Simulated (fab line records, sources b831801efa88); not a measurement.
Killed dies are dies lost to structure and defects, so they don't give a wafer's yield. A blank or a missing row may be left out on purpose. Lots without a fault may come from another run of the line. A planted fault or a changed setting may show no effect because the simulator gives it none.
A struck lot beside a sound one | flow sky130 | 43 steps out of a route of 708
Sound: wafers L331.4, L331.5, L331.6. Struck: wafer L342.1. (L342.2, L342.4 of the same lot were not struck and are left out.) The cause comes at the end.
At each step with rows: each side's tool, then ch and its chambers, then its first start. Under that, the readings that differ: sound wafers | struck wafers | difference of the means | sigmas: that difference in standard deviations of wafers without a fault.
alike: readings whose means differ by less than 2 such deviations, and words and numbers that are the same on both sides. not compared: withheld readings, readings that some wafer has no value for, bounds like >300 that may hide the same value, and numbers for which the record gives no deviation and whose values overlap.
The two part at a step that has a row with sigmas, a row that says differs or no value, or rows on one side only. Numbers that don't overlap but have no deviation are shown without sigmas and don't part them. A reading that every wafer of one side lacks parts them only if that side has two wafers or more.

first, 3 steps without rows for these wafers: SKY_VIA3_STRIP_17 (strips in post etch residue remover, time 1200 s); SKY_VIA3_CLEAN_18 (cleans in IPA, time 180 s); SKY_VIA3_CLEAN_19 (cleans in O3/DIW).
SKY_VIA3_SPUTTER_20: material TiN, target thk 20 nm, time 80 s.
  sound on pvd_sputter-03, day 40 02:23; struck on pvd_sputter-02, day 43 17:47
  reading                | sound          | struck | difference | sigmas
  throttle_valve_pct (%) | 31.8 30.2 31.9 | 29.6   | -1.7       | -2
  alike: cathode_dc_power_W
then, 1 step without rows for these wafers: SKY_VIA3_CVD_21 (deposits W, target thk 390 nm, time 117.31 s).
SKY_VIA3_RS_MEAS_22: measures by four-point-probe.
  sound on film_metro-01, day 40 02:38; struck on film_metro-04, day 43 17:58
  alike: VIA3_W_RS
SKY_VIA3_THK_MEAS_23: measures by xrf.
  sound on film_metro-01, day 40 02:43; struck on film_metro-04, day 43 18:05
  alike: VIA3_W_THK
SKY_VIA3_CMP_24: polishes, stops on SiO2, t overpolish 20 s, target thk 0 nm.
  sound on cmp-02 ch 1,2, day 40 02:45; struck on cmp-02 ch 3, day 43 18:08
  alike: motor_current_A, overpolish_run_s, time_to_endpoint_s
SKY_METAL4_SPUTTER_00: material Ti, target thk 15 nm, time 10 s.
  sound on pvd_sputter-02, day 40 03:03; struck on pvd_sputter-03, day 43 18:26
  reading                | sound          | struck | difference | sigmas
  throttle_valve_pct (%) | 29.0 30.1 29.4 | 31.8   | +2.3       | +3
  alike: cathode_dc_power_W
then, 2 steps without rows for these wafers: SKY_METAL4_SPUTTER_01 (material TiN, target thk 20 nm, time 16.7 s); SKY_METAL4_SPUTTER_02 (material AlCu, target thk 735 nm, time 39.1 s).
SKY_METAL4_SPUTTER_03: material Ti, target thk 5 nm, time 3.3 s.
  sound on pvd_sputter-02, day 40 03:08; struck on pvd_sputter-03, day 43 18:32
  reading                | sound          | struck | difference | sigmas
  throttle_valve_pct (%) | 29.1 29.8 29.4 | 31.8   | +2.4       | +3
  alike: cathode_dc_power_W
SKY_METAL4_SPUTTER_04: material TiN, target thk 70 nm, time 58.3 s.
  sound on pvd_sputter-02, day 40 03:09; struck on pvd_sputter-03, day 43 18:33
  reading                | sound          | struck | difference | sigmas
  throttle_valve_pct (%) | 29.1 30.4 29.6 | 32.0   | +2.3       | +3
  alike: cathode_dc_power_W
then, 1 step without rows for these wafers: SKY_CAP2M_CVD_00 (deposits SiO2, target thk 15.5 nm).
SKY_CAP2M_THK_MEAS_01:
  sound on film_metro-03, day 40 03:15; struck on film_metro-03, day 43 18:37
  alike: CAP2M_CVD_00_THK
SKY_CAP2M_SPUTTER_02: material TiN, target thk 200 nm, time 166.7 s.
  sound on pvd_sputter-01, day 40 03:17; struck on pvd_sputter-01, day 43 18:41
  reading                | sound                | struck | difference | sigmas
  cathode_dc_power_W (W) | 6501.1 6501.8 6501.9 | 6498.9 | -2.7       | -2
  alike: substrate_temp_c, throttle_valve_pct
SKY_CAP2M_RS_MEAS_03: measures by four-point-probe.
  sound on film_metro-02, day 40 03:27; struck on film_metro-03, day 43 18:47
  alike: CAP2M_TIN_RS
SKY_CAP2M_THK_MEAS_04: measures by xrf.
  sound on film_metro-02, day 40 03:32; struck on film_metro-03, day 43 18:55
  reading            | sound             | struck | difference | sigmas
  CAP2M_TIN_THK (nm) | 204.0 205.4 203.3 | 209.9  | +5.7       | +2
then, 7 steps without rows for these wafers: SKY_CAP2M_DEHYDRATE_05 (time 60 s); SKY_CAP2M_HMDS_06 (prime time 60 s); SKY_CAP2M_COAT_07 (resist thk 1140 nm); SKY_CAP2M_SOFTBAKE_08 (time 60 s); SKY_CAP2M_EXPOSE_09 (exposes mask CAP2M, target cd 1000 nm); SKY_CAP2M_PEB_10; SKY_CAP2M_DEVELOP_11 (develop time 60 s).
SKY_CAP2M_OVL_MEAS_12:
  sound on overlay-02, day 41 03:42; struck on overlay-02, day 44 16:31
  alike: CAP2M_OVL
then, 13 steps without rows for these wafers: SKY_CAP2M_METAL_ETCH_13 (etches TiN in Cl2/BCl3, stops on SiO2, target depth 220 nm, time 62.9 s); SKY_CAP2M_STRIP_14 (strips in O2/N2); SKY_CAP2M_STRIP_15 (strips in post etch residue remover, time 1200 s); SKY_CAP2M_CLEAN_16 (cleans in IPA, time 180 s); SKY_CAP2M_CLEAN_17 (cleans in O3/DIW); SKY_METAL4_DEHYDRATE_05 (time 60 s); SKY_METAL4_HMDS_06 (prime time 60 s); SKY_METAL4_COAT_07 (resist thk 60 nm); SKY_METAL4_COAT_08 (resist thk 1140 nm); SKY_METAL4_SOFTBAKE_09 (time 90 s); SKY_METAL4_EXPOSE_10 (exposes mask MM4, target cd 300 nm); SKY_METAL4_PEB_11; SKY_METAL4_DEVELOP_12 (develop time 60 s).
SKY_METAL4_CD_MEAS_13: target cd 300 nm.
  sound on cd_sem-01, day 42 03:58; struck on cd_sem-01, day 45 14:26
  alike: cd_nm
SKY_METAL4_OVL_MEAS_14:
  sound on overlay-02, day 42 04:03; struck on overlay-02, day 45 14:34
  alike: METAL4_OVL
then, 1 step without rows for these wafers: SKY_METAL4_DESCUM_15 (chemistry O2, time 8 s).
-- the record jumps here: 4 days lie between the struck wafers' starts before and after (it left off in module METAL4 and takes up again in module PAD_OPEN, whose first step shown is number 708 of the route) --
SKY_PAD_OPEN_PROBE_99:
  the record has rows for the struck wafers here (prober-01, day 49 04:50) and none for the sound ones

WHERE THEY PART
First at SKY_VIA3_SPUTTER_20; last, within this record, at SKY_PAD_OPEN_PROBE_99.

WHY: what the simulator had put in
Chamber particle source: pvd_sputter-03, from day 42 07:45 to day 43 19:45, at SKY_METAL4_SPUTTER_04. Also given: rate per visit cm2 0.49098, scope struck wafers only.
